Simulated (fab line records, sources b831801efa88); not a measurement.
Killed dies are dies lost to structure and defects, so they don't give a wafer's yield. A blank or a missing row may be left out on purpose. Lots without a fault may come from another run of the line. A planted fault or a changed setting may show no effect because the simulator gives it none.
Chamber matching | flow gf180mcu | GF_CONTACT_CMP_27 on cmp-02: 3 sister chambers
The step polishes, stops on SiO2, t overpolish 15 s, target thk 0 nm. 16 wafers are shown with their chamber, then 6 later ones without.

WAFERS WITH THEIR CHAMBER
wafer  | chamber | motor_current_A (A) | time_to_endpoint_s (s) | slurry_flow_ml_min
L409.1 | 3       | 12.3                | 75                     | 150.5
L409.5 | 3       | 11.7                | 72                     | 150.1
L409.6 | 0       | 10.4                | 75                     | 149.3
L411.1 | 3       | 11.7                | 74                     | 150.3
L411.4 | 2       | 10.7                | 81                     | 149.6
L411.6 | 0       | 11.2                | 78                     | 149.9
L412.2 | 2       | 10.4                | 78                     | 150.5
L412.4 | 3       | 12.4                | 73                     | 150.4
L412.6 | 2       | 10.3                | 78                     | 149.9
L414.1 | 0       | 10.3                | 74                     | 150.2
L414.2 | 2       | 9.9                 | 74                     | 150.3
L414.3 | 3       | 11.8                | 71                     | 149.3
L416.1 | 3       | 12.2                | 74                     | 150.6
L416.3 | 0       | 10.7                | 75                     | 149.3
L416.4 | 2       | 10.1                | 74                     | 150.0
L423.2 | 3       | 11.3                | 75                     | 150.7

SIGNATURES (means of the wafers above)
reading            | chamber 0 | chamber 2 | chamber 3 | scatter within a chamber
motor_current_A    | 10.650    | 10.280    | 11.914    | 0.373
time_to_endpoint_s | 75.50     | 77.00     | 73.43     | 2.13
slurry_flow_ml_min | 149.675   | 150.060   | 150.271   | 0.433
Rule: a wafer's distance from a chamber is the root of the sum, over the readings, of the square of ((its reading less the chamber's mean) divided by the reading's scatter). The wafer belongs to the nearest chamber; if the next one is less than 2 further off, it can't be placed. The scatter: the root of (the sum of the squares of (reading less its chamber's mean) over the shown wafers, divided by (wafers less chambers)).

WAFERS WITHOUT THEIR CHAMBER
wafer  | motor_current_A (A) | time_to_endpoint_s (s) | slurry_flow_ml_min
L423.4 | 10.2                | 78                     | 149.6
L428.1 | 10.6                | 77                     | 149.7
L428.4 | 12.3                | 79                     | 150.2
L431.4 | 12.3                | 75                     | 150.7
L431.5 | 11.6                | 77                     | 150.6
L431.6 | 10.4                | 76                     | 150.6

WHICH CHAMBER EACH WENT THROUGH
wafer  | from the rows above          | in truth
L423.4 | can't be placed: 2 or 0      | 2
L428.1 | can't be placed: 0 or 2      | 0
L428.4 | 3                            | 3
L431.4 | 3                            | 3
L431.5 | can't be placed: 3 or 0 or 2 | 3
L431.6 | can't be placed: 2 or 0      | 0
Placed correctly: 2 of 6. Can't be placed from these rows: 4 (the true chamber is among the candidates in 4). Placed wrongly: 0.
